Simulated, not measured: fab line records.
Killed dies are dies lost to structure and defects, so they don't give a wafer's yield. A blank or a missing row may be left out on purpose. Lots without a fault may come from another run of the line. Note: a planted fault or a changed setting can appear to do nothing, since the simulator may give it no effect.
fab line records	flow sfq-line
record lots=5	wafers=23
route steps=325 shown M5@205 R5@220 I5@229 C5@243 M6@259 I6@271 M7@289 M8@313
start-h: start of the lot's first displayed wafer, in hours after the record's first day	wait-h: hours from the lot's prior step to this one	" the same as in the row above	L1.1+2: several wafers, shown together as one row	- value missing, or start not given	* or withheld: withheld	< > ~ a bound
route shown NAME@n: a module of which the file shows steps, and the number in the route of the first	usual: mean/standard deviation of fault-free wafers	same: alike in all rows	chamber/n: place in a boat	sites: the reading at each site	_std_site: standard deviation across them	_edge_site: the outer-site mean with the inner-site mean subtracted	radius-mm: for every site, how far away it sits from the centre of the wafer	mask NAME#n: copy n	behind: the tool/chamber that last shaped the wafer	hold: what put the lot on hold/how long, in hours/how the hold closed	device: transistor that didn't switch, given as n, p or np	end of line: tests run on the same wafers once the route is complete	for a step that has no rows: nothing shown but its recipe	killed: dies that structure and defects cost at the first sort, which is not the same as the wafer's yield	map: a wafer's dies, x killed, . not, _ none there
set.NAME: the setting the step ran with; set.NAME@STEP: the setting that earlier step ran with	model.NAME: the simulator's own value behind a step, which no gauge read
lots whose settings were changed on purpose; a table a step, a row a wafer
## steps
# step SFQ_TRILAYER_M5_BARC_OPEN_METAL_ETCH_161
# recipe mask-material=PR	chemistry=O2	target-depth-nm=125	target=BARC	icp-w=600	bias-w=80	pressure-mtorr=10	time-s=41.7
lot.wafer	tool	chamber	start-h	wait-h	set.time-s	set.resist-thk-nm@TRILAYER_M5_LITHO_COAT_128	model.KrF_of_TRILAYER_M5_LITHO_COAT_123.thk-nm	model.etch.depth-nm
L076.1	rie-metal-04	1	1363.66	0.0	41.7	62	526.7	-
L076.2	"	0	"	"	47.02	62	519	62.21
L076.3	"	0	"	"	47.02	58.56	518.3	58.67
L076.4	"	1	"	"	47.02	62	518.9	-
L076.5	"	0	"	"	41.7	58.56	523.4	-
L077.1	rie-metal-03	0	1429.79	0.0	41.7	62	519.2	-
L077.3	"	1	"	"	41.7	59.29	521.1	-
L077.4	"	0	"	"	41.7	59.29	520.4	59.3
L077.5	"	1	"	"	41.7	62	521.7	62.03
L077.6	"	0	"	"	41.7	62	521.7	61.96
L078.1	rie-metal-01	1	1430.99	0.0	41.7	65.5	524.5	-
L078.3	"	0	"	"	41.7	62	524.8	62.08
L078.4	"	1	"	"	44.69	65.5	517.8	-
L078.5	"	0	"	"	44.69	65.5	517.6	-
L078.6	"	1	"	"	44.69	62	519.3	-
L080.1	rie-metal-03	0	1450.10	0.0	41.7	62	522.7	-
L080.3	"	0	"	"	41.7	62	522.6	62.08
L080.4	"	1	"	"	41.7	62	523.6	-
L080.5	"	0	"	"	41.7	62	522.5	62.26
L080.6	"	1	"	"	41.7	62	522	62.18
L082.3	rie-metal-03	0	1462.12	0.0	41.7	62	521.6	61.86
L082.4	"	1	"	"	41.7	62	520.7	61.91
L082.6	"	0	"	"	41.7	62	521.5	61.94
# step SFQ_TRILAYER_R5_LITHO_EXPOSE_137
# recipe mask-id=R5	na=0.6	source-shape=conventional	sigma-outer=0.65	target-cd-nm=500	dose-mj=14.4
lot.wafer	tool	chamber	start-h	wait-h	mask	set.dose-mj
L076.1+3+5	krf-scanner-01	0	1491.19	-	R5#0	15.14
L076.2+4	"	0	"	"	R5#0	14.4
L077.1+3+5	krf-scanner-02	0	1553.30	-	R5#0	14.06
L077.4+6	"	0	"	"	R5#0	14.4
L078.1+3+4	krf-scanner-02	0	1554.50	-	R5#0	14.07
L078.5+6	"	0	"	"	R5#0	14.4
L080.1+3+5	krf-scanner-02	0	1566.50	-	R5#0	14.4
L080.4+6	"	0	"	"	R5#0	14.11
L082.3+4+6	krf-scanner-02	0	1577.70	-	R5#0	14.4
# step SFQ_TRILAYER_R5_LITHO_PEB_139
# recipe peb-temp-c=115	peb-time-s=60	resist=KrF
# step SFQ_TRILAYER_R5_LITHO_DEVELOP_138
# recipe time-s=60	resist=KrF
# step SFQ_TRILAYER_R5_BARC_OPEN_METAL_ETCH_177
# recipe mask-material=PR	chemistry=O2	target-depth-nm=125	target=BARC	icp-w=600	bias-w=80	pressure-mtorr=10	time-s=41.7
lot.wafer	tool	chamber	start-h	wait-h	set.dose-mj@TRILAYER_R5_LITHO_EXPOSE_137	model.R5.cd-nm
L076.1	rie-metal-04	1	1492.73	0.0	15.14	492.5
L076.2	"	1	"	"	14.4	500.7
L076.3	"	1	"	"	15.14	493.2
L076.4	"	1	"	"	14.4	499.7
L076.5	"	1	"	"	15.14	493.1
L077.1	rie-metal-01	0	1554.83	0.0	14.06	505.5
L077.3	"	0	"	"	14.06	503.7
L077.4	"	1	"	"	14.4	500.1
L077.5	"	0	"	"	14.06	504.4
L077.6	"	1	"	"	14.4	500.2
L078.1	rie-metal-02	0	1556.03	0.0	14.07	503
L078.3	"	1	"	"	14.07	502.1
L078.4	"	0	"	"	14.07	503.1
L078.5	"	0	"	"	14.4	499.4
L078.6	"	1	"	"	14.4	499
L080.1	rie-metal-04	1	1568.03	0.0	14.4	503.8
L080.3	"	1	"	"	14.4	504.4
L080.4	"	1	"	"	14.11	507.3
L080.5	"	1	"	"	14.4	503.6
L080.6	"	1	"	"	14.11	506.7
L082.3+6	rie-metal-01	1	1578.85	0.0	14.4	502.7
L082.4	"	0	"	"	14.4	502.2
# step SFQ_TRILAYER_I5_LITHO_COAT_149
# recipe resist=BARC	spin-rpm=3000	resist-thk-nm=62
lot.wafer	tool	chamber	start-h	wait-h	set.resist-thk-nm	model.BARC_of_TRILAYER_I5_LITHO_COAT_149.thk-nm
L076.1	litho-track-03	0	1494.36	0.0	63.9	63.76
L076.2	"	0	"	"	63.9	63.95
L076.3	"	0	"	"	62	62.09
L076.4	"	0	"	"	62	62.06
L076.5	"	0	"	"	63.9	64.09
L077.1	litho-track-03	0	1555.75	0.0	62	62.34
L077.3	"	0	"	"	64.44	64.77
L077.4	"	0	"	"	62	62.25
L077.5	"	0	"	"	64.44	64.62
L077.6	"	0	"	"	64.44	64.73
L078.1	litho-track-04	0	1556.97	0.0	65.59	65.7
L078.3	"	0	"	"	62	62.08
L078.4	"	0	"	"	65.59	65.53
L078.5	"	0	"	"	62	61.94
L078.6	"	0	"	"	65.59	65.65
L080.1	litho-track-03	0	1569.67	0.0	62	62.1
L080.3	"	0	"	"	65.06	65.13
L080.4	"	0	"	"	62	61.95
L080.5	"	0	"	"	65.06	65.01
L080.6	"	0	"	"	62	62.01
L082.3	litho-track-03	0	1579.85	0.1	62	61.95
L082.4	"	0	"	"	62	61.92
L082.6	"	0	"	"	62	62.03
# step SFQ_TRILAYER_I5_BARC_OPEN_VIA_ETCH_200
# recipe mask-material=PR	chemistry=O2	target-depth-nm=125	target=BARC	source-w=500	bias-w=80	pressure-mtorr=30	time-s=41.7
# usual oes-product-au=0.685/0.0047
lot.wafer	tool	chamber	start-h	wait-h	set.bias-w	set.resist-thk-nm@TRILAYER_I5_LITHO_COAT_149	oes-product-au	model.etch.depth-nm
L076.1	rie-diel-04	0	1496.65	0.0	72.14	63.9	0.694	-
L076.2	"	3	"	"	80	63.9	0.688	63.95
L076.3	"	1	"	"	72.14	62	0.685	62.09
L076.4	"	0	"	"	72.14	62	0.680	-
L076.5	"	1	"	"	80	63.9	0.700	-
L077.1	rie-diel-01	1	1558.16	0.0	84.48	62	0.681	-
L077.3	"	2	"	"	80	64.44	0.702	-
L077.4	"	0	"	"	84.48	62	0.684	62.25
L077.5	"	3	"	"	84.48	64.44	0.693	64.62
L077.6	"	0	"	"	80	64.44	0.688	64.73
L078.1	rie-diel-02	2	1559.36	0.0	80	65.59	0.705	-
L078.3	"	3	"	"	80	62	0.689	62.08
L078.4	"	1	"	"	73.21	65.59	0.703	-
L078.5	"	1	"	"	80	62	0.680	-
L078.6	"	0	"	"	73.21	65.59	0.700	-
L080.1	rie-diel-02	2	1571.96	0.0	88.11	62	0.686	-
L080.3	"	3	"	"	80	65.06	0.701	65.13
L080.4	"	0	"	"	80	62	0.681	-
L080.5	"	3	"	"	88.11	65.06	0.706	65.01
L080.6	"	0	"	"	80	62	0.684	62.01
L082.3	rie-diel-01	0	1703.48	0.0	80	62	0.679	61.95
L082.4	"	2	"	"	80	62	0.689	61.92
L082.6	"	3	"	"	80	62	0.693	62.03
# step SFQ_TRILAYER_C5_LITHO_EXPOSE_152
# recipe mask-id=C5	na=0.6	source-shape=conventional	sigma-outer=0.65	target-cd-nm=500	dose-mj=21.3
lot.wafer	tool	chamber	start-h	wait-h	mask	set.dose-mj
L076.1+3	krf-scanner-02	0	1607.04	-	C5#0	22.87
L076.2+4+5	"	0	"	"	C5#0	21.3
L077.1+3+4	krf-scanner-01	0	1683.95	-	C5#0	21.3
L077.5+6	"	0	"	"	C5#0	22.11
L078.1+3+6	krf-scanner-01	0	1686.35	-	C5#0	21.3
L078.4+5	"	0	"	"	C5#0	22.25
L080.1+5+6	krf-scanner-01	0	1699.55	-	C5#0	22.64
L080.3+4	"	0	"	"	C5#0	21.3
L082.3+4+6	krf-scanner-02	0	1779.23	-	C5#0	21.3
# step SFQ_TRILAYER_C5_LITHO_PEB_154
# recipe peb-temp-c=115	peb-time-s=60	resist=KrF
# step SFQ_TRILAYER_C5_LITHO_DEVELOP_153
# recipe time-s=60	resist=KrF
# step SFQ_TRILAYER_C5_BARC_OPEN_VIA_ETCH_210
# recipe mask-material=PR	chemistry=O2	target-depth-nm=125	target=BARC	source-w=500	bias-w=80	pressure-mtorr=30	time-s=41.7
lot.wafer	tool	chamber	start-h	wait-h	set.dose-mj@TRILAYER_C5_LITHO_EXPOSE_152	model.C5.cd-nm
L076.1	rie-diel-02	1	1608.57	0.0	22.87	510.3
L076.2	"	3	"	"	21.3	500.7
L076.3	"	0	"	"	22.87	513
L076.4	"	2	"	"	21.3	500.8
L076.5	"	1	"	"	21.3	499.9
L077.1	rie-diel-04	0	1685.48	0.0	21.3	497.2
L077.3	"	2	"	"	21.3	497.8
L077.4	"	1	"	"	21.3	499.8
L077.5	"	3	"	"	22.11	506.9
L077.6	"	0	"	"	22.11	505.3
L078.1+3	rie-diel-02	1,2	1687.93	0.0	21.3	499.5
L078.4	"	0	"	"	22.25	508.7
L078.5	"	0	"	"	22.25	507.9
L078.6	"	3	"	"	21.3	498.4
L080.1	rie-diel-04	0	1701.08	0.0	22.64	509.4
L080.3	"	2	"	"	21.3	501.5
L080.4	"	1	"	"	21.3	502.1
L080.5	"	0	"	"	22.64	508.8
L080.6	"	1	"	"	22.64	510.9
L082.3	rie-diel-02	3	1780.37	0.0	21.3	498
L082.4	"	2	"	"	21.3	500.1
L082.6	"	3	"	"	21.3	498.2
# step SFQ_TRILAYER_C5_ETCH_VIA_ETCH_154
# recipe target=SiO2	mask-material=PR	chemistry=CHF3	target-depth-nm=84	source-w=500	bias-w=80	pressure-mtorr=30	time-s=withheld	stop-on=Nb
lot.wafer	tool	chamber	start-h	wait-h	set.dose-mj@TRILAYER_C5_LITHO_EXPOSE_152	model.C5.cd-nm
L076.1	rie-diel-02	1	1608.61	0.0	22.87	510.2
L076.2	"	3	"	"	21.3	500.2
L076.3	"	0	"	"	22.87	511.4
L076.4	"	2	"	"	21.3	500.8
L076.5	"	1	"	"	21.3	500.1
L077.1	rie-diel-04	0	1685.52	0.0	21.3	497
L077.3	"	2	"	"	21.3	498.3
L077.4	"	1	"	"	21.3	500.2
L077.5	"	3	"	"	22.11	505.7
L077.6	"	0	"	"	22.11	505.2
L078.1	rie-diel-02	1	1687.97	0.0	21.3	499.6
L078.3	"	2	"	"	21.3	500.2
L078.4	"	0	"	"	22.25	508.2
L078.5	"	0	"	"	22.25	507.4
L078.6	"	3	"	"	21.3	498.1
L080.1	rie-diel-04	0	1701.12	0.0	22.64	509.4
L080.3	"	2	"	"	21.3	502.3
L080.4	"	1	"	"	21.3	502.5
L080.5	"	0	"	"	22.64	509.1
L080.6	"	1	"	"	22.64	511.5
L082.3	rie-diel-02	3	1780.41	0.0	21.3	497.9
L082.4	"	2	"	"	21.3	500.4
L082.6	"	3	"	"	21.3	497.7
# step SFQ_TRILAYER_M6_LITHO_PEB_162
# recipe peb-temp-c=115	peb-time-s=60	resist=KrF
lot.wafer	tool	chamber	start-h	wait-h	set.peb-time-s
L076.1+4	litho-track-02	0	1634.44	1.0	54.24
L076.2+3+5	"	0	"	"	60
L077.1+5	litho-track-03	0	1690.85	1.0	63.32
L077.3+4+6	"	0	"	"	60
L078.1+6	litho-track-02	0	1694.00	1.0	62.7
L078.3+4+5	"	0	"	"	60
L080.1+3+4	litho-track-04	0	1773.91	1.0	60
L080.5+6	"	0	"	"	54.07
L082.3+4+6	litho-track-03	0	1785.04	0.8	60
# step SFQ_TRILAYER_M6_LITHO_DEVELOP_161
# recipe time-s=60	resist=KrF
# step SFQ_TRILAYER_M6_BARC_OPEN_METAL_ETCH_206
# recipe mask-material=PR	chemistry=O2	target-depth-nm=125	target=BARC	icp-w=600	bias-w=80	pressure-mtorr=10	time-s=41.7
lot.wafer	tool	chamber	start-h	wait-h	set.peb-time-s@TRILAYER_M6_LITHO_PEB_162	model.M6.cd-nm
L076.1	rie-metal-03	0	1634.77	0.0	54.24	521.4
L076.2	"	1	"	"	60	501.7
L076.3	"	1	"	"	60	501
L076.4	"	0	"	"	54.24	518.1
L076.5	"	0	"	"	60	505
L077.1	rie-metal-03	1	1691.19	0.0	63.32	493.6
L077.3	"	0	"	"	60	502.7
L077.4	"	1	"	"	60	502.5
L077.5	"	0	"	"	63.32	493.5
L077.6	"	1	"	"	60	500.8
L078.1	rie-metal-04	0	1694.34	0.0	62.7	494.2
L078.3	"	0	"	"	60	500.2
L078.4	"	1	"	"	60	502.3
L078.5	"	1	"	"	60	501.6
L078.6	"	0	"	"	62.7	495
L080.1	rie-metal-03	1	1774.24	0.0	60	503
L080.3	"	1	"	"	60	502.5
L080.4	"	1	"	"	60	502.7
L080.5	"	1	"	"	54.07	519.1
L080.6	"	1	"	"	54.07	517.5
L082.3	rie-metal-04	0	1785.35	0.0	60	502.9
L082.4	"	1	"	"	60	504.3
L082.6	"	1	"	"	60	504.6
# step SFQ_TRILAYER_M6_ETCH_METAL_ETCH_162
# recipe target=Nb	stop-on=SiO2	mask-material=PR	chemistry=Cl2/Ar	target-depth-nm=240	icp-w=600	bias-w=80	pressure-mtorr=10	time-s=120
lot.wafer	tool	chamber	start-h	wait-h	set.peb-time-s@TRILAYER_M6_LITHO_PEB_162	model.M6.cd-nm
L076.1	rie-metal-03	0	1634.83	0.0	54.24	523.2
L076.2	"	1	"	"	60	501.3
L076.3	"	1	"	"	60	501.1
L076.4	"	0	"	"	54.24	517.4
L076.5	"	0	"	"	60	505.4
L077.1	rie-metal-03	1	1691.25	0.0	63.32	493.4
L077.3	"	0	"	"	60	501.5
L077.4	"	1	"	"	60	502.1
L077.5	"	0	"	"	63.32	492.4
L077.6	"	1	"	"	60	501.9
L078.1	rie-metal-04	0	1694.40	0.0	62.7	495
L078.3	"	0	"	"	60	500.6
L078.4	"	1	"	"	60	498.1
L078.5	"	1	"	"	60	498.8
L078.6	"	0	"	"	62.7	494.7
L080.1	rie-metal-03	1	1774.36	0.1	60	503.8
L080.3	"	1	"	"	60	502.5
L080.4	"	1	"	"	60	502.9
L080.5	"	1	"	"	54.07	520.1
L080.6	"	1	"	"	54.07	518.3
L082.3	rie-metal-04	0	1785.43	0.1	60	501.5
L082.4	"	1	"	"	60	503.8
L082.6	"	1	"	"	60	504
# step SFQ_TRILAYER_I6_VIA_LITHO_COAT_169
# recipe resist=KrF	spin-rpm=3000	resist-thk-nm=650
lot.wafer	tool	chamber	start-h	wait-h	set.spin-rpm	model.KrF_of_TRILAYER_I6_VIA_LITHO_COAT_169.thk-nm
L076.1	litho-track-03	0	1663.58	0.2	3179	630.8
L076.2	"	0	"	"	3179	628
L076.3	"	0	"	"	3000	647.8
L076.4	"	0	"	"	3000	647.7
L076.5	"	0	"	"	3179	628.4
L077.1+3	litho-track-03	0	1705.69	0.2	3000	650.5
L077.4	"	0	"	"	3000	650.3
L077.5	"	0	"	"	3000	648.7
L077.6	"	0	"	"	3000	649
L078.1	litho-track-03	0	1708.69	0.2	3000	647.7
L078.3	"	0	"	"	3000	649.1
L078.4	"	0	"	"	3000	648.3
L078.5	"	0	"	"	3000	649.5
L078.6	"	0	"	"	3000	648.5
L080.1	litho-track-01	0	1783.23	0.2	3000	648.8
L080.3	"	0	"	"	3179	631.4
L080.4	"	0	"	"	3000	651.7
L080.5	"	0	"	"	3179	631.7
L080.6	"	0	"	"	3000	649.5
L082.3	litho-track-02	0	1791.09	0.2	3000	649.2
L082.4	"	0	"	"	3000	650.5
L082.6	"	0	"	"	3000	649.3
# step SFQ_TRILAYER_I6_VIA_BARC_OPEN_VIA_ETCH_235
# recipe mask-material=PR	chemistry=O2	target-depth-nm=125	target=BARC	source-w=500	bias-w=80	pressure-mtorr=30	time-s=41.7
lot.wafer	tool	chamber	start-h	wait-h	set.bias-w
L076.1+3+4	rie-diel-04	3,2,0	1773.04	0.0	77.13
L076.2+5	"	1	"	"	80
L077.1+3	rie-diel-01	1,3	1776.64	0.0	73.8
L077.4+5+6	"	0,0,1	"	"	80
L078.1+4	rie-diel-03	2,1	1777.84	0.0	86.5
L078.3+5+6	"	0,0,1	"	"	80
L080.1+3+4+5+6	rie-diel-04	2,3,1,3,2	1878.03	0.0	80
L082.3+4+6	rie-diel-01	2,1,1	1881.73	0.0	80
# step SFQ_TRILAYER_I6_VIA_ETCH_VIA_ETCH_172
# recipe target=SiO2	stop-on=Nb	mask-material=PR	taper-deg=20	chemistry=CHF3	target-depth-nm=260	source-w=508.3	bias-w=80	pressure-mtorr=30	time-s=withheld
lot.wafer	tool	chamber	start-h	wait-h	set.spin-rpm@TRILAYER_I6_VIA_LITHO_COAT_169	model.KrF_of_TRILAYER_I6_VIA_LITHO_COAT_169.thk-nm
L076.1	rie-diel-04	3	1773.08	0.0	3179	508.8
L076.2	"	1	"	"	3179	506.9
L076.3	"	2	"	"	3000	523.7
L076.4	"	0	"	"	3000	526
L076.5	"	1	"	"	3179	506.7
L077.1	rie-diel-01	1	1776.68	0.0	3000	530.8
L077.3	"	3	"	"	3000	529.2
L077.4	"	0	"	"	3000	526.9
L077.5	"	0	"	"	3000	524.9
L077.6	"	1	"	"	3000	528
L078.1	rie-diel-03	2	1777.88	0.0	3000	525.7
L078.3	"	0	"	"	3000	527.8
L078.4	"	1	"	"	3000	523.8
L078.5	"	0	"	"	3000	528.4
L078.6	"	1	"	"	3000	525
L080.1	rie-diel-04	2	1878.07	0.0	3000	524.5
L080.3	"	3	"	"	3179	508.1
L080.4	"	1	"	"	3000	531.2
L080.5	"	3	"	"	3179	508.6
L080.6	"	2	"	"	3000	524.7
L082.3	rie-diel-01	2	1881.77	0.0	3000	525.2
L082.4	"	1	"	"	3000	528
L082.6	"	1	"	"	3000	525.8
# step SFQ_TRILAYER_M7_LITHO_PEB_180
# recipe peb-temp-c=115	peb-time-s=60	resist=KrF
lot.wafer	tool	chamber	start-h	wait-h	set.peb-time-s
L076.1+3+5	litho-track-01	0	1875.01	1.0	60
L076.2+4	"	0	"	"	68.69
L077.1+4+6	litho-track-04	0	1876.21	1.0	60
L077.3+5	"	0	"	"	68.79
L078.1+4+5	litho-track-01	0	1877.41	1.0	60
L078.3+6	"	0	"	"	53.44
L080.1+3+6	litho-track-04	0	1964.06	1.0	51.06
L080.4+5	"	0	"	"	60
L082.3+4+6	litho-track-01	0	1967.71	0.7	60
# step SFQ_TRILAYER_M7_LITHO_DEVELOP_179
# recipe time-s=60	resist=KrF
# step SFQ_TRILAYER_M7_BARC_OPEN_METAL_ETCH_229
# recipe mask-material=PR	chemistry=O2	target-depth-nm=125	target=BARC	icp-w=600	bias-w=80	pressure-mtorr=10	time-s=41.7
lot.wafer	tool	chamber	start-h	wait-h	set.peb-time-s@TRILAYER_M7_LITHO_PEB_180	model.M7.cd-nm
L076.1	rie-metal-02	0	1875.35	0.0	60	502.2
L076.2	"	1	"	"	68.69	480.9
L076.3	"	1	"	"	60	499.1
L076.4	"	0	"	"	68.69	484.4
L076.5	"	1	"	"	60	500
L077.1	rie-metal-01	1	1876.55	0.0	60	500.4
L077.3	"	0	"	"	68.79	479.3
L077.4	"	1	"	"	60	499
L077.5	"	0	"	"	68.79	480.4
L077.6	"	1	"	"	60	500.2
L078.1	rie-metal-01	1	1877.75	0.0	60	498.9
L078.3+6	"	0	"	"	53.44	515.4
L078.4	"	1	"	"	60	498.4
L078.5	"	1	"	"	60	500.5
L080.1	rie-metal-03	1	1964.40	0.0	51.06	525.5
L080.3	"	0	"	"	51.06	523
L080.4	"	1	"	"	60	500.2
L080.5	"	1	"	"	60	500.1
L080.6	"	0	"	"	51.06	524.3
L082.3	rie-metal-01	0	1968.02	0.0	60	497.5
L082.4	"	1	"	"	60	497.2
L082.6	"	1	"	"	60	497.7
# step SFQ_TRILAYER_M8_LITHO_COAT_193
# recipe resist=KrF	spin-rpm=3000	resist-thk-nm=600
lot.wafer	tool	chamber	start-h	wait-h	set.resist-thk-nm	model.KrF_of_TRILAYER_M8_LITHO_COAT_193.thk-nm
L076.1	litho-track-04	0	-	-	634.1	633.9
L076.2	"	0	"	"	634.1	631.2
L076.3	"	0	"	"	600	601.9
L076.4	"	0	"	"	634.1	632.6
L076.5	"	0	"	"	600	600.2
L077.1	litho-track-03	0	-	-	634.9	634
L077.3	"	0	"	"	634.9	635.5
L077.4	"	0	"	"	634.9	632.9
L077.5	"	0	"	"	600	599
L077.6	"	0	"	"	600	597.5
L078.1	litho-track-04	0	-	-	600	600.3
L078.3	"	0	"	"	600	600
L078.4	"	0	"	"	631	632
L078.5	"	0	"	"	631	632.5
L078.6	"	0	"	"	631	634.6
L080.1	litho-track-03	0	-	-	600	598.2
L080.3	"	0	"	"	611.3	609.7
L080.4	"	0	"	"	611.3	610.1
L080.5	"	0	"	"	600	598.1
L080.6	"	0	"	"	600	597.3
L082.3	litho-track-03	0	-	-	600	599.1
L082.4	"	0	"	"	600	597.5
L082.6	"	0	"	"	600	598.8
# step SFQ_TRILAYER_M8_DEP_EVAP_198
# recipe material=Pt	angular-spread-deg=1	target-thk-nm=50	time-s=250	power-w=2000
lot.wafer	tool	chamber	start-h	wait-h	set.time-s	model.Pt_of_TRILAYER_M8_DEP_EVAP_198.thk-nm
L076.1	pvd-sputter-02	-	1984.86	0.0	250	50.6
L076.2	"	-	"	"	236.3	46.66
L076.3	"	-	"	"	250	49.06
L076.4	"	-	"	"	236.3	46.63
L076.5	"	-	"	"	236.3	47.57
L077.1	pvd-sputter-01	-	1986.06	0.0	250	48.87
L077.3	"	-	"	"	262.4	53.01
L077.4	"	-	"	"	250	49.81
L077.5	"	-	"	"	262.4	51.89
L077.6	"	-	"	"	262.4	51.59
L078.1	pvd-sputter-02	-	1990.94	0.0	250	50.38
L078.3	"	-	"	"	250	49.69
L078.4	"	-	"	"	250	49.48
L078.5	"	-	"	"	250	49.77
L078.6	"	-	"	"	250	50.19
L080.1	pvd-sputter-02	-	2070.42	0.0	239.3	46.88
L080.3	"	-	"	"	239.3	46.54
L080.4	"	-	"	"	250	50.16
L080.5	"	-	"	"	250	49.72
L080.6	"	-	"	"	250	49.28
L082.3	pvd-sputter-02	-	2075.22	0.0	250	49.94
L082.4	"	-	"	"	250	49.26
L082.6	"	-	"	"	250	49.45
## key
split step=SFQ_TRILAYER_M5_BARC_OPEN_METAL_ETCH_161	setting=time-s	stated=41.7	by=wafer
response step=SFQ_TRILAYER_M5_BARC_OPEN_METAL_ETCH_161	reading=model.KrF_of_TRILAYER_M5_LITHO_COAT_123.thk-nm	change=-0.585	per=1%	r=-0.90
split step=SFQ_TRILAYER_R5_LITHO_EXPOSE_137	setting=dose-mj	stated=14.4	by=wafer
response step=SFQ_TRILAYER_R5_BARC_OPEN_METAL_ETCH_177	reading=model.R5.cd-nm	change=-1.5	per=1%	r=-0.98
split step=SFQ_TRILAYER_I5_LITHO_COAT_149	setting=resist-thk-nm	stated=62	by=wafer
response step=SFQ_TRILAYER_I5_LITHO_COAT_149	reading=model.BARC_of_TRILAYER_I5_LITHO_COAT_149.thk-nm	change=+0.619	per=1%	r=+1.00
response step=SFQ_TRILAYER_I5_BARC_OPEN_VIA_ETCH_200	reading=oes-product-au	change=+0.00349	per=1%	r=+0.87
response step=SFQ_TRILAYER_I5_BARC_OPEN_VIA_ETCH_200	reading=model.etch.depth-nm	change=+0.617	per=1%	r=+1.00
split step=SFQ_TRILAYER_I5_BARC_OPEN_VIA_ETCH_200	setting=bias-w	stated=80	by=wafer
response none clear
split step=SFQ_TRILAYER_C5_LITHO_EXPOSE_152	setting=dose-mj	stated=21.3	by=wafer
response step=SFQ_TRILAYER_C5_BARC_OPEN_VIA_ETCH_210	reading=model.C5.cd-nm	change=+1.58	per=1%	r=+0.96
response step=SFQ_TRILAYER_C5_ETCH_VIA_ETCH_154	reading=model.C5.cd-nm	change=+1.48	per=1%	r=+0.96
split step=SFQ_TRILAYER_M6_LITHO_PEB_162	setting=peb-time-s	stated=60	by=wafer
response step=SFQ_TRILAYER_M6_BARC_OPEN_METAL_ETCH_206	reading=model.M6.cd-nm	change=-1.65	per=1%	r=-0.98
response step=SFQ_TRILAYER_M6_ETCH_METAL_ETCH_162	reading=model.M6.cd-nm	change=-1.66	per=1%	r=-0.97
split step=SFQ_TRILAYER_I6_VIA_LITHO_COAT_169	setting=spin-rpm	stated=3000	by=wafer
response step=SFQ_TRILAYER_I6_VIA_LITHO_COAT_169	reading=model.KrF_of_TRILAYER_I6_VIA_LITHO_COAT_169.thk-nm	change=-3.11	per=1%	r=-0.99
response step=SFQ_TRILAYER_I6_VIA_ETCH_VIA_ETCH_172	reading=model.KrF_of_TRILAYER_I6_VIA_LITHO_COAT_169.thk-nm	change=-3	per=1%	r=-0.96
split step=SFQ_TRILAYER_I6_VIA_BARC_OPEN_VIA_ETCH_235	setting=bias-w	stated=80	by=wafer
response none clear
split step=SFQ_TRILAYER_M7_LITHO_PEB_180	setting=peb-time-s	stated=60	by=wafer
response step=SFQ_TRILAYER_M7_BARC_OPEN_METAL_ETCH_229	reading=model.M7.cd-nm	change=-1.42	per=1%	r=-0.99
split step=SFQ_TRILAYER_M8_LITHO_COAT_193	setting=resist-thk-nm	stated=600	by=wafer
response step=SFQ_TRILAYER_M8_LITHO_COAT_193	reading=model.KrF_of_TRILAYER_M8_LITHO_COAT_193.thk-nm	change=+6.02	per=1%	r=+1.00
split step=SFQ_TRILAYER_M8_DEP_EVAP_198	setting=time-s	stated=250	by=wafer
response step=SFQ_TRILAYER_M8_DEP_EVAP_198	reading=model.Pt_of_TRILAYER_M8_DEP_EVAP_198.thk-nm	change=+0.585	per=1%	r=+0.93
split outside-this-file step=SFQ_TRILAYER_M5_LITHO_COAT_128 setting=resist-thk-nm
# split outside-this-file: this setting was split too, and the file shows its column; the key of that split is in another file
